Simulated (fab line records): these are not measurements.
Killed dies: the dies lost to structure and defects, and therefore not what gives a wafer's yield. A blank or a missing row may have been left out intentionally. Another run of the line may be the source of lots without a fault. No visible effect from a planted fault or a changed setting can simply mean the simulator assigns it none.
Chamber matching ; flow gf180mcu ; GF_V4_CMP_26 on cmp-01 has 4 sister chambers
The step polishes, stops on SiO2, t overpolish 15 s, target thk 0 nm. 4 wafers are shown with their chamber, then 9 later ones without.

## WAFERS WITH THEIR CHAMBER
wafer;chamber;motorCurrentA (A)
L969.3;2;12.5
L975.2;0;10.5
L975.4;3;10.8
L975.6;1;10.5

## WAFERS MISSING THEIR CHAMBER
wafer;motorCurrentA (A)
L974.3;11.8
L974.4;11.3
L974.5;12.0
L979.3;10.7
L979.5;10.1
L979.6;10.3
L980.3;10.6
L980.4;12.4
L980.5;10.2

## WHICH CHAMBER EACH WENT THROUGH
wafer;from the rows above;in truth
L974.3;can't be placed: 2 or 3 or 0 or 1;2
L974.4;can't be placed: 3 or 0 or 1 or 2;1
L974.5;can't be placed: 2 or 3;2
L979.3;can't be placed: 3 or 0 or 1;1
L979.5;can't be placed: 0 or 1 or 3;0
L979.6;can't be placed: 0 or 1 or 3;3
L980.3;can't be placed: 0 or 1 or 3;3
L980.4;2;2
L980.5;can't be placed: 0 or 1 or 3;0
1 of 9 placed correctly. Can't be placed from these rows: 8 (the true chamber is among the candidates in 8). Placed wrongly: 0.
How it was worked out, from the rows above alone: a wafer's distance from a chamber is the root of the sum, over the readings, of the square of ((its reading less the chamber's mean) divided by the reading's scatter). If the next closest chamber is less than 2 further off than the closest, the wafer can't be placed; otherwise it belongs to the closest. The mean given for a chamber averages the wafers shown for that chamber. The scatter (one wafer shown for each chamber): square how far every hidden wafer sits from the nearest shown wafer, average those squares and take the square root.
